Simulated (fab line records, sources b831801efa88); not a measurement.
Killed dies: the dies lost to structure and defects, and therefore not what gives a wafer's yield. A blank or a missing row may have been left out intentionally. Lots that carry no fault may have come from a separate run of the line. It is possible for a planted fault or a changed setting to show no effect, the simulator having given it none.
2 desks, one fault ; flow sky130 ; each desk holds nothing but its own numbers, with what lay behind them at the end

AT THE TOOL OWNER'S DESK: pvdSputter-02
The tool's own readings at SKY_LOCAL_INTERCONNECT_SPUTTER_00 (material TiN, target thk 100 nm, time 83.3 s): means of the sampled wafers that have a number, for each lot that ran on this tool. If a lot's mean is further than 4 standard deviations from the usual mean, the lot is out of limits and carries the mark OUT (the distance appears in the brackets).
Columns: A = throttleValvePct at SKY_LOCAL_INTERCONNECT_SPUTTER_00, usual 30.0 %
lot;first seen here;A
L903;day 30 07:51;30.2
L913;day 33 15:13;30.3
L918;day 36 04:47;30.3
L919;day 36 10:04;30.3
This desk's finding: nothing out of limits on any of the 4 lots.

AT THE METROLOGY DESK
What the gauges read for every lot (on any tool): the sampled wafers with a number, averaged. If a lot's mean is further than 4 standard deviations from the usual mean, the lot is out of limits and carries the mark OUT (the distance appears in the brackets).
Columns: A = LOCAL_INTERCONNECT_TIN_RS at SKY_LOCAL_INTERCONNECT_RS_MEAS_01, usual 14.23 ohm/sq; B = LOCAL_INTERCONNECT_TIN_THK at SKY_LOCAL_INTERCONNECT_THK_MEAS_02, usual 98.8 nm; C = VIA2_OVL at SKY_VIA2_OVL_MEAS_13, usual 0 nm
lot;first seen here;A;B;C
L903;day 30 07:55;14.13;100.2;0
L904;day 31 00:11;14.23;98.7;-2
L906;day 31 04:01;14.51;97.6;2
L905;day 31 07:14;14.01;100.1;0
L907;day 31 19:23;14.16;99.0;0
L908;day 32 06:24;14.18;99.0;1
L913;day 33 15:17;14.12;99.5;-4
L914;day 34 12:37;14.24;98.7;1
L918;day 36 04:51;14.79;95.1;-2
L919;day 36 10:08;14.69;96.2;-4
This desk's finding: nothing out of limits on any of the 10 lots.

TAKEN TOGETHER
The tool owner's desk saw nothing out of limits.
At the metrology desk, nothing out of limits was observed.

WHAT THE SIMULATOR HAD INSERTED
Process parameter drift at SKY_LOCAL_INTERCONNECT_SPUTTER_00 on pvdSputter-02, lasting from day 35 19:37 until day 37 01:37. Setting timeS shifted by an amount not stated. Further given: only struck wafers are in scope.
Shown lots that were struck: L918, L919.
